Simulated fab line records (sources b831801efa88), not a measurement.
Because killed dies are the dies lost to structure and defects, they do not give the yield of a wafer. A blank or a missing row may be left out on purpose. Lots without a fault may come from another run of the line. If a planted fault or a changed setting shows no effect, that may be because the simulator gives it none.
Which tool is to blame? | flow sky130 | 15 lots with 45 wafers sampled at 4 steps, on a route of 708 steps

## WHAT THE GAUGES READ, wafer by wafer
SKY_POLY_CUT_CD_MEAS_08: target cd 270 nm.
lot  | measured     | on        | cd nm (nm)
L532 | day 24 13:58 | cd sem-02 | 268.8 268.2 267.4
L533 | day 24 16:31 | cd sem-02 | 267.7 267.8 269.0
L534 | day 25 06:02 | cd sem-02 | 269.2 269.7 268.8
L535 | day 25 16:07 | cd sem-01 | 271.7 271.3 270.0
L536 | day 25 20:20 | cd sem-02 | 268.7 268.4 268.4
L537 | day 26 20:44 | cd sem-01 | 270.4 269.3 270.2
L540 | day 27 12:35 | cd sem-01 | 272.6 273.0 272.2
L541 | day 27 23:38 | cd sem-01 | 270.1 269.2 269.4
L542 | day 28 01:48 | cd sem-02 | 271.1 269.6 270.8
L544 | day 28 15:43 | cd sem-02 | 270.7 269.9 271.7
L550 | day 30 15:20 | cd sem-01 | 270.8 272.0 270.4
L551 | day 30 23:59 | cd sem-02 | 272.3 270.4 272.3
L552 | day 31 03:58 | cd sem-01 | 269.9 271.4 270.5
L554 | day 31 20:37 | cd sem-01 | 270.2 272.1 269.6
L555 | day 32 03:02 | cd sem-01 | 268.3 269.0 267.7

SKY_SD_N_RS_MEAS_18: uses a four-point probe to measure.
lot  | measured     | on            | RES_XHIGH_RS (ohm/sq)
L532 | day 28 07:05 | film metro-02 | 335.0 334.8 334.2
L533 | day 28 09:29 | film metro-04 | 334.2 332.2 333.5
L534 | day 28 22:02 | film metro-04 | 333.2 335.3 334.3
L535 | day 29 07:35 | film metro-01 | 334.7 334.6 334.7
L536 | day 29 11:31 | film metro-02 | 333.2 333.3 332.7
L537 | day 30 10:43 | film metro-01 | 334.2 332.7 334.5
L540 | day 31 02:31 | film metro-02 | 333.4 332.1 333.0
L541 | day 31 12:22 | film metro-02 | 333.5 334.7 335.0
L542 | day 31 14:53 | film metro-01 | 331.5 333.8 334.0
L544 | day 32 03:42 | film metro-04 | 332.1 331.1 332.7
L550 | day 34 03:04 | film metro-04 | 332.2 331.6 333.1
L551 | day 34 11:40 | film metro-02 | 334.8 333.2 334.4
L552 | day 34 14:17 | film metro-04 | 334.0 333.0 334.2
L554 | day 35 06:46 | film metro-01 | 335.7 333.9 335.9
L555 | day 35 12:58 | film metro-01 | 332.1 330.1 331.9

SKY_LI_CONTACT_CD_MEAS_12: target cd 170 nm.
lot  | measured     | on        | cd nm (nm)
L532 | day 29 11:27 | cd sem-01 | 171.4 172.1 172.3
L533 | day 29 14:10 | cd sem-01 | 171.6 170.9 170.5
L534 | day 30 02:32 | cd sem-01 | 172.9 171.1 170.7
L535 | day 30 12:15 | cd sem-01 | 168.7 170.3 169.3
L536 | day 30 16:20 | cd sem-01 | 171.8 171.6 172.7
L537 | day 31 15:23 | cd sem-02 | 171.2 170.6 170.6
L540 | day 32 07:07 | cd sem-02 | - - -
L541 | day 32 15:17 | cd sem-02 | - - -
L542 | day 32 19:33 | cd sem-01 | - - -
L544 | day 33 07:58 | cd sem-02 | 168.7 167.6 168.2
L550 | day 35 06:42 | cd sem-01 | 166.8 166.9 168.3
L551 | day 35 15:51 | cd sem-02 | 168.5 167.7 169.7
L552 | day 35 17:39 | cd sem-02 | 170.5 170.1 170.7
L554 | day 36 09:02 | cd sem-02 | 169.9 168.9 170.0
L555 | day 36 16:15 | cd sem-02 | 171.3 172.6 171.5

## EACH LOT AND THE TOOL THAT RAN IT (in order: tool; ch and the chambers of the sampled wafers; start)
lot  | SKY_LI_CONTACT_EXPOSE_09
L532 | krf scanner-01 ch 0, day 28 22:07
L533 | krf scanner-02 ch 0, day 29 00:32
L534 | krf scanner-02 ch 0, day 29 12:11
L535 | krf scanner-01 ch 0, day 29 22:38
L536 | krf scanner-02 ch 0, day 30 02:46
L537 | krf scanner-01 ch 0, day 31 00:56
L540 | krf scanner-01 ch 0, day 31 17:52
L541 | krf scanner-01 ch 0, day 32 02:14
L542 | krf scanner-01 ch 0, day 32 05:21
L544 | krf scanner-02 ch 0, day 32 19:17
L550 | krf scanner-01 ch 0, day 34 17:08
L551 | krf scanner-01 ch 0, day 35 02:42
L552 | krf scanner-01 ch 0, day 35 05:10
L554 | krf scanner-02 ch 0, day 35 20:02
L555 | krf scanner-01 ch 0, day 36 03:04
- SKY_LI_CONTACT_EXPOSE_09: exposes mask LICM1, target cd 170 nm.

## AS READ BY THE TOOLS THEMSELVES (means over the sampled wafers that have a number; for cases with no such wafer, the mark the record gives instead)
The record holds no such reading with a usual standard deviation.

## THE ANSWER, worked out from the rows above alone
Rule: what is usual is taken from the lots themselves. Put in order of their means at a reading, lots are off if they are a third of the lots or fewer, leave a main group of 4 or more, and stand apart from it by a gap of 3 or more times the standard deviation of the main group's means; of several such gaps the widest counts. The tables above print the reading to a certain number of digits; a main group whose means all agree to those digits is not used. Also off: a lot with no number at a reading for which 4 or more lots have one. All remaining lots with rows at the step are treated as sound. First the gauges in route order, then the tools' own readings, where a lot's mean is used as printed above. At the first step where some lot is off, the reading lying furthest off is the one used; lots without a number count as furthest.
Off at SKY_LI_CONTACT_CD_MEAS_12 (cd nm): L540, L541, L542. Without a number there: L540, L541, L542. Main group: mean 170.2 nm, sd 1.5.
If a tool, at a process step before that reading, ran all the lots that are off and no sound lot after the first of them, it fits. Gauges at SKY_LI_CONTACT_CD_MEAS_12: tried the same way as those tools. Of those tried, none fits.

## WHAT THE SIMULATOR HAD PUT IN
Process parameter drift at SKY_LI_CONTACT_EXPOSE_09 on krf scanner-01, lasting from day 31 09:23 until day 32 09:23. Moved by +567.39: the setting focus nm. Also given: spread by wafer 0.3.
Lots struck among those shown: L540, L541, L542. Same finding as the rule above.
